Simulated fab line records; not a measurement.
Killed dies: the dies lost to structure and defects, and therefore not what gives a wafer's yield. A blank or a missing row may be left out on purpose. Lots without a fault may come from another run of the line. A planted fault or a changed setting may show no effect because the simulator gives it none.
Split-lot study    flow sky130    5 lots, 23 wafers read, on a route of 708 steps

== THE SPLIT ITSELF ==
At SKY_LI_CONTACT_CMP_02 (polishes PSG), the setting leaveAboveRefNm was moved away from the recipe's 597.2 nm on 8 of the 23 wafers read, by -7.0% to +3.2%. For the rest of the wafers, this setting stayed at what the recipe calls for.

== FROM THE SPLIT TO THE READING: what the file shows between them, 4 steps ==
- SKY_LI_CONTACT_COAT_07: resist thk 450 nm (also split here: resistThkNm)
- SKY_LI_CONTACT_SOFTBAKE_08: time 90 s
- SKY_LI_CONTACT_EXPOSE_09: exposes mask LICM1, target cd 170 nm
- SKY_LI_CONTACT_ETCH_14: etches BARC in N2/H2, stops on SiO2, time 45.9 s, target depth 60 nm

== THE READING ==
oesProductAu, in a.u., at SKY_LI_CONTACT_ETCH_15 (etches PSG in C4F8/O2/Ar, stops on Si, target depth 600 nm). Fault-free wafers of this fab line usually give 0.837 a.u., standard deviation 0.0043 a.u.

wafer   tool, chamber at the split  leaveAboveRefNm as run, nm  against the recipe  oesProductAu, a.u.  against lot-mates on the recipe
L074.1  cmp-02, 1                   597.2                       recipe              0.833               -
L074.2  cmp-02, 2                   597.2                       recipe              0.840               -
L074.3  cmp-02, 0                   597.2                       recipe              0.830               -
L074.4  cmp-02, 3                   597.2                       recipe              0.841               -
L074.6  cmp-02, 1                   597.2                       recipe              0.839               -
L077.1  cmp-02, 0                   597.2                       recipe              0.839               -
L077.2  cmp-02, 1                   597.2                       recipe              0.840               -
L077.4  cmp-02, 2                   555.2                       -7.0%               0.805               -0.035
L077.5  cmp-02, 3                   597.2                       recipe              0.841               -
L077.6  cmp-02, 0                   555.2                       -7.0%               0.805               -0.035
L081.1  cmp-02, 1                   570                         -4.6%               0.819               -0.018
L081.2  cmp-02, 2                   570                         -4.6%               0.822               -0.015
L081.3  cmp-02, 0                   570                         -4.6%               0.819               -0.018
L081.4  cmp-02, 3                   597.2                       recipe              0.838               -
L081.5  cmp-02, 3                   597.2                       recipe              0.837               -
L084.2  cmp-01, 1                   616.2                       +3.2%               0.856               +0.019
L084.3  cmp-01, 2                   616.2                       +3.2%               0.853               +0.016
L084.4  cmp-01, 0                   597.2                       recipe              0.836               -
L084.5  cmp-01, 2                   597.2                       recipe              0.839               -
L084.6  cmp-01, 1                   616.2                       +3.2%               0.860               +0.023
L085.1  cmp-02, 0                   597.2                       recipe              0.841               -
L085.3  cmp-02, 3                   597.2                       recipe              0.848               -
L085.6  cmp-02, 1                   597.2                       recipe              0.833               -

THE FIT
A straight line over all 23 wafers: oesProductAu changes by +0.00473 a.u. for each +1% of leaveAboveRefNm; r = +0.96; the points scatter about the line by 0.004 a.u.
The same after taking each lot's own level away (the mean of its wafers on the recipe; 23 wafers): +0.00485 a.u. for each +1%; r = +0.96; scatter 0.0039 a.u.
Per that fit: largest leaveAboveRefNm move, reading shift of 0.034 a.u.
The span of the lots' own levels, 0.8366 to 0.8407 a.u., comes to 0.9 times the standard deviation stated above.
Consequently the slope shifts little with the lot-to-lot level, the two slopes agreeing.
Check: -0.0325 a.u. against its lot-mates is what the line predicts for one of the wafers moved furthest among these (-7.0%) when that wafer is left out of the fit. It came out at -0.035 a.u. against them.

== FURTHER SPLITS ON THESE WAFERS ==
These wafers also went through other splits before the reading. Each is held against what the fit with the lots' levels taken away leaves over:
other split on the same wafers      wafers away from the commonest value  r with oesProductAu (lot level and that fit taken away)
SKY_SD_N_EXPOSE_04 doseMj           6                                     +0.05
SKY_SD_N_IMPLANT_09 energyKev       10                                    +0.23
SKY_LI_CONTACT_COAT_07 resistThkNm  6                                     -0.15

== THE WHOLE CHAIN: every reading that the file lists as answering this split, in the file's order ==
step                    what it does                                                reading                                                                             change (the file's fit)                    r (the file's)
SKY_LI_CONTACT_CMP_02   polishes PSG                                                PSG_of_LI_CONTACT_HDPCVD_00.thkNm (the simulator's own value, which no gauge read)  +6.04 nm for each +1% of the setting       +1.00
SKY_LI_CONTACT_ETCH_15  etches PSG in C4F8/O2/Ar, stops on Si, target depth 600 nm  oesProductAu                                                                        +0.00482 a.u. for each +1% of the setting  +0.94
SKY_LI_CONTACT_ETCH_15  etches PSG in C4F8/O2/Ar, stops on Si, target depth 600 nm  LI_CONTACT.featureDepthNm (the simulator's own value, which no gauge read)          +6.04 nm for each +1% of the setting       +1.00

== THE FILE'S OWN FIT ==
oesProductAu changes by +0.00482 a.u. for each +1% of leaveAboveRefNm, r = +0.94.
